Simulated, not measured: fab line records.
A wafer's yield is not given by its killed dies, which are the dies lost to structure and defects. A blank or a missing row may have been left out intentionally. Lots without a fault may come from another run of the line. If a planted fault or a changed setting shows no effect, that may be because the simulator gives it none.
The same fault as seen by 2 desks ; flow gf180mcu ; only its own numbers are on each desk; what lay behind them is given at the end

== DESK OF THE TOOL OWNER: litho track-04 ==
The tool's own readings at GF_M5_PEB_05 (peb time 90 s): means of the sampled wafers that have a number, for each lot that ran on this tool. If a lot's mean is further than 4 standard deviations from the usual mean, the lot is out of limits and carries the mark OUT (the distance appears in the brackets).
Columns: A = heater power total W at GF_M5_PEB_05, usual 85.70 W
lot;first seen here;A
L244;day 26 07:33;85.70
L245;day 26 20:00;85.72
L246;day 27 04:15;85.80
L256;day 30 10:54;86.02
L258;day 30 20:43;86.37 (+8.3) OUT
L260;day 31 09:54;86.12 (+5.1) OUT
This desk's verdict: out of limits on L258, L260, starting with L258 at day 30 20:43 (heater power total W at GF_M5_PEB_05). L244, L245, L246, L256: within limits.

== AT THE METROLOGY DESK ==
What the gauges read, lot by lot, whatever tool the lot ran on: means of the sampled wafers that have a number. If a lot's mean is further than 4 standard deviations from the usual mean, the lot is out of limits and carries the mark OUT (the distance appears in the brackets).
Columns: A = V1_W_THK at GF_V1_THK_MEAS_25, usual 338 nm
lot;first seen here;A
L244;day 18 04:01;338
L245;day 18 16:44;338
L246;day 19 03:11;337
L249;day 20 10:26;337
L251;day 21 03:03;333
L254;day 22 06:54;345
L256;day 23 03:34;347
L257;day 23 05:43;334
L258;day 23 14:42;342
L260;day 24 07:58;336
L262;day 25 00:02;342
L263;day 25 08:04;339
L264;day 25 10:57;341
L266;day 26 03:52;330
Finding of this desk: none of the 14 lots has anything out of limits.

== BROUGHT TOGETHER ==
The tool owner's desk could have raised an alarm at day 30 20:43, on L258, L260.
Metrology desk: nothing out of limits seen.
The metrology desk holds a record of L258, L260, inside its limits.
Of the lots named, all ran GF_M5_PEB_05 on litho track-04.

== WHAT WAS PUT IN BY THE SIMULATOR ==
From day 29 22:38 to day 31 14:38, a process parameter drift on litho track-04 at GF_M5_PEB_05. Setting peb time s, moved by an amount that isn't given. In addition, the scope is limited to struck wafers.
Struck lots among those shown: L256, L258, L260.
How many hours passed from the start of the fault until each desk's first out-of-limits reading: the tool owner's desk, 22.
